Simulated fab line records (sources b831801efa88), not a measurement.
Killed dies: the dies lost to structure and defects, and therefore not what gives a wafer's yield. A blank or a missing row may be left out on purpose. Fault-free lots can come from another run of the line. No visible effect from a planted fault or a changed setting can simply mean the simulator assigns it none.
fab line records	flow gf180mcu
[record] lots = 12	wafers = 36	last_day = 34
route steps=602 shown POLY_GATE@168 HV_LDD@209
lots that met no fault: taken from a fault-free run of the same line
start_h: hours from the record's opening day to when the first of the lot's shown wafers began	wait_h: hours from the lot's prior step to this one	" repeats the value in the row above	L1.1+2: a row that stands for several wafers	- no value present, or no start provided	* or withheld: withheld	< > ~ a bound
route shown NAME@n: names a module that has steps shown in the file, with the first one's number in the route	usual: mean and standard deviation over wafers with no fault	same: alike in all rows	chamber/n: place in a boat	sites: readings site by site	_std_site: their standard deviation	_edge_site: outer sites' mean less inner sites'	radius_mm: for every site, how far away it sits from the centre of the wafer	mask NAME#n: copy n	behind: the tool/chamber that last shaped the wafer	hold: why the lot went on hold/how many hours it stayed there/how the hold came to an end	device: which transistor (n, p or np) failed to switch	end of line: the route-end tests of the same wafers	a step without rows: its recipe alone	killed: at the first sort, the dies lost to defects and structure; wafer yield is something else	map: a wafer's dies, marking killed ones x, the rest . and places with no die _
set.NAME: the setting as run; set.NAME@STEP: as run at that earlier step	model.NAME: the simulator's own value behind a step, which no gauge read
the route's steps for a sample of lots (tables are steps, rows are wafers)
services: when a tool's chamber went out of use (start_h, in hours from the record's first day, below 0 if earlier), for how many hours, and the reason
[[steps]]
[step GF_POLY_GATE_OVL_MEAS_11]
[usual] POLY_GATE_OVL = 0/4.8
lot.wafer	tool	chamber	start_h	wait_h	POLY_GATE_OVL[nm]
L966.2	overlay-01	-	202.87	0.1	-5
L966.3	"	-	"	"	-2
L966.6	"	-	"	"	-1
L968.1	overlay-02	-	215.51	0.1	3
L968.2	"	-	"	"	3
L968.4	"	-	"	"	4
L969.2	overlay-02	-	225.32	0.1	1
L969.3	"	-	"	"	2
L969.6	"	-	"	"	0
L970.1	overlay-01	-	233.76	0.1	1
L970.4	"	-	"	"	0
L970.5	"	-	"	"	-2
L974.2	overlay-02	-	261.01	0.1	2
L974.3	"	-	"	"	-4
L974.5	"	-	"	"	-1
L979.2	overlay-01	-	300.91	0.1	-4
L979.4	"	-	"	"	0
L979.5	"	-	"	"	1
L981.2	overlay-01	-	315.42	0.1	-12
L981.5	"	-	"	"	-9
L981.6	"	-	"	"	-10
L982.1	overlay-02	-	319.76	0.1	0
L982.2	"	-	"	"	-1
L982.4	"	-	"	"	0
L983.3	overlay-01	-	331.57	0.1	7
L983.4	"	-	"	"	3
L983.5	"	-	"	"	7
L985.2	overlay-02	-	342.47	0.1	3
L985.4	"	-	"	"	8
L985.5	"	-	"	"	1
L986.1	overlay-01	-	348.91	0.1	2
L986.2	"	-	"	"	-1
L986.4	"	-	"	"	3
L988.1	overlay-01	-	367.56	0.1	-5
L988.4	"	-	"	"	-9
L988.6	"	-	"	"	-5
[step GF_POLY_GATE_CD_MEAS_18]
[usual] cd_nm = 280.2/2.1
lot.wafer	tool	chamber	start_h	wait_h	cd_nm
L966.2	cd_sem-01	-	204.49	0.1	280.9
L966.3	"	-	"	"	283.4
L966.6	"	-	"	"	282.8
L968.1	cd_sem-01	-	217.82	0.1	279.1
L968.2	"	-	"	"	279.0
L968.4	"	-	"	"	278.4
L969.2	cd_sem-02	-	228.05	0.1	279.7
L969.3	"	-	"	"	281.6
L969.6	"	-	"	"	278.0
L970.1	cd_sem-01	-	235.37	0.1	281.0
L970.4	"	-	"	"	281.7
L970.5	"	-	"	"	281.2
L974.2	cd_sem-02	-	262.85	0.1	282.9
L974.3	"	-	"	"	281.7
L974.5	"	-	"	"	281.3
L979.2	cd_sem-01	-	303.45	0.1	282.5
L979.4	"	-	"	"	280.2
L979.5	"	-	"	"	282.1
L981.2	cd_sem-02	-	317.04	0.1	281.1
L981.5	"	-	"	"	277.8
L981.6	"	-	"	"	279.1
L982.1	cd_sem-02	-	321.36	0.1	276.9
L982.2	"	-	"	"	279.2
L982.4	"	-	"	"	281.8
L983.3	cd_sem-01	-	334.33	0.1	278.5
L983.4	"	-	"	"	280.9
L983.5	"	-	"	"	280.0
L985.2	cd_sem-02	-	344.09	0.1	276.7
L985.4	"	-	"	"	281.5
L985.5	"	-	"	"	276.0
L986.1	cd_sem-02	-	350.51	0.1	281.4
L986.2	"	-	"	"	278.4
L986.4	"	-	"	"	279.9
L988.1	cd_sem-01	-	369.16	0.1	279.6
L988.4	"	-	"	"	279.8
L988.6	"	-	"	"	280.6
[step GF_HV_LDD_IMPLANT_33]
[recipe] species = P	energy_kev = 60	dose_cm2 = 7.5e+12	tilt_deg = 30	rotation_deg = 0
[usual] end_station_pressure_torr = 5.05e-06/2.8e-07	faraday_current_uA = 42.4/0.87
lot.wafer	tool	chamber	start_h	wait_h	end_station_pressure_torr	faraday_current_uA
L966.2	implanter-01	0	261.23	0.0	5.26e-06	43.2
L966.3	"	0	"	"	4.71e-06	41.9
L966.6	"	0	"	"	4.74e-06	41.7
L968.1	implanter-01	0	275.20	0.0	5.26e-06	43.2
L968.2	"	0	"	"	4.68e-06	40.9
L968.4	"	0	"	"	5.72e-06	41.6
L969.2	implanter-04	0	286.63	0.0	5.07e-06	41.6
L969.3	"	0	"	"	5.4e-06	43.5
L969.6	"	0	"	"	4.76e-06	42.1
L970.1	implanter-03	0	294.45	0.0	5.08e-06	42.9
L970.4	"	0	"	"	5.4e-06	40.8
L970.5	"	0	"	"	5.59e-06	40.4
L970.1	implanter-03	0	294.77	0.3	5.02e-06	41.6
L970.4	"	0	"	"	5.08e-06	42.3
L970.5	"	0	"	"	5.2e-06	43.1
L974.2	implanter-01	0	323.53	0.0	5e-06	42.5
L974.3	"	0	"	"	4.36e-06	41.7
L974.5	"	0	"	"	4.88e-06	43.4
L974.2	implanter-01	0	323.84	0.3	5.4e-06	41.7
L974.3	"	0	"	"	5.36e-06	41.4
L974.5	"	0	"	"	4.97e-06	42.1
L979.2	implanter-01	0	368.07	0.0	4.92e-06	41.7
L979.4	"	0	"	"	5.11e-06	43.0
L979.5	"	0	"	"	4.97e-06	42.5
L981.2	implanter-04	0	382.67	0.0	5.27e-06	42.3
L981.5	"	0	"	"	4.57e-06	42.1
L981.6	"	0	"	"	5.17e-06	42.0
L982.1	implanter-01	0	386.90	0.0	5.34e-06	41.9
L982.2	"	0	"	"	4.98e-06	40.4
L982.4	"	0	"	"	5.25e-06	42.1
L983.3	implanter-03	0	401.60	0.1	5.03e-06	42.7
L983.4	"	0	"	"	5.22e-06	44.0
L983.5	"	0	"	"	4.99e-06	40.4
L985.2	implanter-03	0	412.92	0.0	5.09e-06	41.9
L985.4	"	0	"	"	5.58e-06	42.5
L985.5	"	0	"	"	5.14e-06	42.2
L986.1	implanter-04	0	419.80	0.0	5.1e-06	42.0
L986.2	"	0	"	"	4.92e-06	42.8
L986.4	"	0	"	"	4.85e-06	43.4
L988.1	implanter-01	0	440.45	0.0	5e-06	41.8
L988.4	"	0	"	"	4.7e-06	42.5
L988.6	"	0	"	"	5.03e-06	43.0
[step GF_HV_LDD_TW_MEAS_38]
[usual] HV_LDD_3_TW = 1425/6.9
lot.wafer	tool	chamber	start_h	wait_h	HV_LDD_3_TW
L966.2	film_metro-01	-	261.91	0.1	1433
L966.3	"	-	"	"	1422
L966.6	"	-	"	"	1431
L968.1	film_metro-01	-	275.90	0.1	1408
L968.2	"	-	"	"	1419
L968.4	"	-	"	"	1420
L969.2	film_metro-04	-	287.31	0.1	1426
L969.3	"	-	"	"	1428
L969.6	"	-	"	"	1427
L970.1	film_metro-02	-	295.57	0.1	1545
L970.4	"	-	"	"	1549
L970.5	"	-	"	"	1543
L974.2	film_metro-01	-	324.53	0.1	1529
L974.3	"	-	"	"	1527
L974.5	"	-	"	"	1521
L979.2	film_metro-02	-	368.76	0.1	1435
L979.4	"	-	"	"	1434
L979.5	"	-	"	"	1435
L981.2	film_metro-02	-	383.36	0.1	1430
L981.5	"	-	"	"	1429
L981.6	"	-	"	"	1427
L982.1	film_metro-04	-	387.60	0.1	1416
L982.2	"	-	"	"	1416
L982.4	"	-	"	"	1418
L983.3	film_metro-02	-	402.27	0.1	1433
L983.4	"	-	"	"	1431
L983.5	"	-	"	"	1430
L985.2	film_metro-04	-	413.61	0.1	1413
L985.4	"	-	"	"	1418
L985.5	"	-	"	"	1417
L986.1	film_metro-02	-	420.50	0.1	1432
L986.2	"	-	"	"	1416
L986.4	"	-	"	"	1429
L988.1	film_metro-01	-	441.15	0.1	1423
L988.4	"	-	"	"	1420
L988.6	"	-	"	"	1425
[step GF_HV_LDD_STRIP_49]
[recipe] chemistry = O2/N2	power_w = 1400	pressure_mtorr = 1500	platen_temp_c = 250	o2_flow_sccm = 3000	n2_flow_sccm = 300	overash_fraction = 0.5
[usual] drypump_motor_current_A = 5.9/0.57	heater_power_w = 363/42	oes_product_au = 0.716/0.0049	strip_time_to_endpoint_s = 12.64/0.034
lot.wafer	tool	chamber	start_h	wait_h	drypump_motor_current_A	heater_power_w	oes_product_au	rf_hours_counter_h	strip_time_to_endpoint_s
L966.2	plasma_asher-01	1	281.95	0.1	6.5	419	0.712	18	12.63
L966.3	"	0	"	"	6.1	347	0.717	-	12.70
L966.6	"	0	"	"	6.1	338	0.707	-	12.63
L968.1	plasma_asher-03	1	296.10	0.1	4.8	349	0.726	67	12.64
L968.2	"	0	"	"	6.0	419	0.718	67	12.63
L968.4	"	1	"	"	4.8	356	0.719	-	12.61
L969.2	plasma_asher-03	0	307.80	0.1	6.0	416	0.716	68	12.66
L969.3	"	1	"	"	4.8	338	0.714	-	12.63
L969.6	"	0	"	"	6.0	421	0.713	-	12.67
L970.1	plasma_asher-04	0	316.80	0.1	6.2	304	0.705	52	12.62
L970.4	"	1	"	"	5.9	335	0.718	-	12.63
L970.5	"	1	"	"	5.9	330	0.726	-	12.67
L974.2	plasma_asher-01	1	345.35	0.1	6.5	416	0.717	24	12.61
L974.3	"	1	"	"	6.5	418	0.715	-	12.64
L974.5	"	0	"	"	6.1	332	0.718	-	12.61
L979.2	plasma_asher-03	1	391.85	0.1	4.8	347	0.723	77	12.64
L979.4	"	1	"	"	4.8	348	0.716	-	12.64
L979.5	"	1	"	"	4.8	350	0.723	-	12.68
L981.2	plasma_asher-01	1	406.35	0.1	6.5	410	0.723	30	12.65
L981.5	"	0	"	"	6.1	339	0.715	-	12.59
L981.6	"	1	"	"	6.5	404	0.714	-	12.62
L982.1	plasma_asher-01	0	410.85	0.1	6.1	338	0.712	30	12.63
L982.2	"	1	"	"	6.5	406	0.716	30	12.65
L982.4	"	0	"	"	6.1	326	0.721	-	12.61
L983.3	plasma_asher-01	0	425.78	0.1	6.1	338	0.709	-	12.68
L983.4	"	1	"	"	6.5	410	0.712	-	12.61
L983.5	"	0	"	"	6.1	336	0.719	-	12.63
L985.2	plasma_asher-04	1	437.70	0.1	5.9	322	0.723	65	12.64
L985.4	"	0	"	"	6.2	294	0.715	-	12.68
L985.5	"	0	"	"	6.2	294	0.715	-	12.67
L986.1	plasma_asher-01	0	445.40	0.1	6.1	342	0.718	32	12.67
L986.2	"	1	"	"	6.5	401	0.727	32	12.62
L986.4	"	1	"	"	6.5	416	0.713	-	12.63
L988.1	plasma_asher-04	1	465.90	0.1	5.9	333	0.710	69	12.62
L988.4	"	0	"	"	6.2	295	0.710	-	12.68
L988.6	"	1	"	"	5.9	329	0.708	-	12.67
[step GF_HV_LDD_RS_MEAS_53]
[recipe] thk_meas_gauge = four-point-probe
[usual] HV_LDD_RS = 418.7/0.96
lot.wafer	tool	chamber	start_h	wait_h	HV_LDD_RS[ohm/sq]
L966.2	film_metro-02	-	282.25	0.1	417.3
L966.3	"	-	"	"	417.9
L966.6	"	-	"	"	418.6
L968.1	film_metro-01	-	296.40	0.1	420.9
L968.2	"	-	"	"	420.6
L968.4	"	-	"	"	420.4
L969.2	film_metro-02	-	308.10	0.1	418.0
L969.3	"	-	"	"	417.2
L969.6	"	-	"	"	417.4
L970.1	film_metro-01	-	317.08	0.1	400.0
L970.4	"	-	"	"	401.0
L970.5	"	-	"	"	400.1
L974.2	film_metro-04	-	345.65	0.1	400.7
L974.3	"	-	"	"	399.8
L974.5	"	-	"	"	400.8
L979.2	film_metro-01	-	392.14	0.1	418.1
L979.4	"	-	"	"	419.5
L979.5	"	-	"	"	419.0
L981.2	film_metro-02	-	406.64	0.1	419.0
L981.5	"	-	"	"	418.3
L981.6	"	-	"	"	416.9
L982.1	film_metro-01	-	411.12	0.1	419.1
L982.2	"	-	"	"	419.9
L982.4	"	-	"	"	418.8
L983.3	film_metro-04	-	426.07	0.1	419.5
L983.4	"	-	"	"	419.9
L983.5	"	-	"	"	418.9
L985.2	film_metro-01	-	438.00	0.1	419.1
L985.4	"	-	"	"	420.0
L985.5	"	-	"	"	419.2
L986.1	film_metro-04	-	445.68	0.1	418.4
L986.2	"	-	"	"	418.7
L986.4	"	-	"	"	419.2
L988.1	film_metro-01	-	466.17	0.1	418.4
L988.4	"	-	"	"	419.1
L988.6	"	-	"	"	418.4
[[services]]
tool	chamber	start_h	hours	kind
plasma_asher-04	-	274.91	2.8	pm
plasma_asher-03	-	277.39	1.5	repair
plasma_asher-01	-	304.10	3.2	repair
implanter-03	-	345.41	1.9	repair
implanter-03	-	364.15	6.1	pm
implanter-04	-	378.77	1.1	repair
implanter-03	-	407.66	3.5	repair
implanter-04	-	410.74	5.0	pm
plasma_asher-01	-	427.12	15.2	repair
[[key]]
[first_sign] step = GF_HV_LDD_IMPLANT_33	reading = visit	direction = added
[effect] step = GF_HV_LDD_TW_MEAS_38	reading = HV_LDD_3_TW	direction = up	sigmas = 16	usual = 1425	struck = 1536
[effect] step = GF_HV_LDD_RS_MEAS_53	reading = HV_LDD_RS	direction = down	sigmas = 19	usual = 418.7	struck = 400.4
met_at GF_HV_LDD_IMPLANT_33
struck_lots L970,L974
tester_left_out L970,L974
not_acting_at GF_POLY_GATE_OVL_MEAS_11,GF_POLY_GATE_CD_MEAS_18,GF_HV_LDD_STRIP_49
[fault] kind = repeated_step_whole	tool = implanter-01,implanter-03,implanter-04	chamber = -	onset_h = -	steps = GF_HV_LDD_IMPLANT_33	times = 1	scope = struck_lots_only
// tester_left_out: of these lots the tester's yield and bins aren't shown, on N5 and GAA mostly nor the transistor test; their killed dies are dies lost to structure and defects alone, not to doping, threshold or leakage, so they don't give the yield
